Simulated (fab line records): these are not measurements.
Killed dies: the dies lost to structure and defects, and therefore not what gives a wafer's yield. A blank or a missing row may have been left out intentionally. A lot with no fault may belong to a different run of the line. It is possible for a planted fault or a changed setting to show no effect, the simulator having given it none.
8D (eight disciplines) problem report, filled in by code	flow gf180mcu	the parts of the form that need people (team, actions taken, sign-off) are left out

== 1. WHAT WENT WRONG ==
rfFwdPowerW at GF_V2_ETCH_16 reads a mean of 570.8 W on 1 wafer of 1 lot; wafers without a fault read 495.0 W with a standard deviation of 2.3. Measured from the usual mean, that is +33 standard deviations.
The step: etches BARC in N2/H2.
First seen on wafer L336.5, day 27 01:05, on rieDiel-02. At this step, 36 wafers from 12 lots have a number in the record. The rule behind "out" and "out of limits": a value lying over 4 standard deviations away from the usual mean. All remaining wafers that have a number are taken as sound.

== 2. WHAT IT IS; WHAT IT IS NOT ==
question	is	is not
which readings at this step	rfFwdPowerW	biasW, chamberPressureMTorr, drypumpMotorCurrentA, oesProductAu, throttleValvePct
which lots	L336	L318, L319, L321, L322, L323, L325, L327, L332, L338, L340, L341
which wafers of those lots	L336.5	L336.2, L336.3
read on which tools	rieDiel-02	rieDiel-01, rieDiel-03
when	from day 27 01:05	up to then (26 sound wafers); but 9 sound wafers of L338, L340, L341 came after

== 3. WHAT RULES OUT EACH SUSPECT ==
Counting: any tool at a process step up to the reading remains a suspect provided it ran every lot that is out. Sound lots after the first of them don't rule it out here, since some wafers of a struck lot are sound.
- rieDiel-02 at GF_V2_ETCH_16 (etches BARC in N2/H2): kept. The lot that is out, L336, ran on it at day 27 01:05; the last sound lot it ran before that was L321, at day 21 18:09. Its own readings are out on those wafers: rfFwdPowerW.
- Within rieDiel-02 at GF_V2_ETCH_16: the wafers that are out ran in chamber 3; their sound lot-mates ran in chambers 0, 1.
Left after counting: rieDiel-02 at GF_V2_ETCH_16.

== 4. THE CAUSE (what the simulator had put in) ==
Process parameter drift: rieDiel-02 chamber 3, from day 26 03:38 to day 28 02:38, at GF_V2_ETCH_16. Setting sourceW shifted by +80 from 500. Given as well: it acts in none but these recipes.
This tool alone remained once counting was done.

== 5. SEQUENCE OF EFFECTS, ordered by route ==
Each row: a reading where the mean over the struck wafers with a number is more than 3 standard deviations away from the usual. Readings are gone through only where the record gives a usual standard deviation; hours: the median, over the lots, of the time from a lot's start at the first step in this table giving one to that lot's start at this step; sigmas: the change measured in usual standard deviations.
hours	step	reading	usual	on struck wafers	change	sigmas
0	GF_V2_ETCH_16	rfFwdPowerW	495.0 W	570.8	+75.8	+33
Here are the process steps it includes:
- GF_V2_ETCH_16: etches BARC in N2/H2.
At these later measuring or inspecting steps, every struck wafer for which the step has a row has a number for every such reading, and none has moved that far: GF_V2_RS_MEAS_24.

== 6. WHAT WOULD HAVE CAUGHT IT SOONER ==
21 hours passed between the start of the fault at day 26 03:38 and the first reading out of limits in this record, taken at day 27 01:05.
